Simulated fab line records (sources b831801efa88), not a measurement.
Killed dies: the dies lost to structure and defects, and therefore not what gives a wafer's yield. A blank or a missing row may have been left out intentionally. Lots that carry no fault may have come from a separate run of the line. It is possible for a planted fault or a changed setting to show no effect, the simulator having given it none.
The tool behind it: which one?	flow gf180mcu	12 lots (36 wafers sampled), 1 step of a 602-step route

## WHAT THE GAUGES READ, wafer by wafer
GF_STI_THK_MEAS_22.
lot	measured	on	STI_OXIDATION_01_THK (nm)
L075	day 2 08:01	film_metro-03	15.3 15.7 15.2
L077	day 2 20:03	film_metro-02	14.9 14.9 15.2
L079	day 3 05:14	film_metro-02	15.4 15.4 15.7
L081	day 3 16:34	film_metro-03	14.9 14.9 15.0
L083	day 4 00:41	film_metro-02	14.9 15.1 15.1
L085	day 4 15:44	film_metro-02	15.2 15.5 15.5
L087	day 5 02:41	film_metro-02	15.2 15.1 15.3
L089	day 5 13:05	film_metro-02	14.6 14.8 15.0
L092	day 6 00:53	film_metro-02	15.1 15.1 15.1
L093	day 6 06:04	film_metro-03	15.1 15.3 15.1
L095	day 6 15:56	film_metro-04	14.4 15.0 14.8
L097	day 7 01:58	film_metro-02	14.4 14.5 14.6

## WHAT TOOL EACH LOT RAN ON (gives the tool, then ch and the chambers of the sampled wafers, and finally the start)
There is no process step in the record ahead of these readings.

## THE ANSWER, worked out from the rows above alone
Rule: the usual values come from the lots themselves. Put in order of their means at a reading, lots are off if they are a third of the lots or fewer, leave a main group of 4 or more, and stand apart from it by a gap of 3 or more times the standard deviation of the main group's means; of several such gaps the widest counts. Not used: any main group whose means are identical at the precision the tables above print for the reading. Also off: a lot with no number at a reading for which 4 or more lots have one. All remaining lots with rows at the step are treated as sound.
None of the lots is off at any reading shown; this tells nothing.

## WHAT WAS PUT IN BY THE SIMULATOR
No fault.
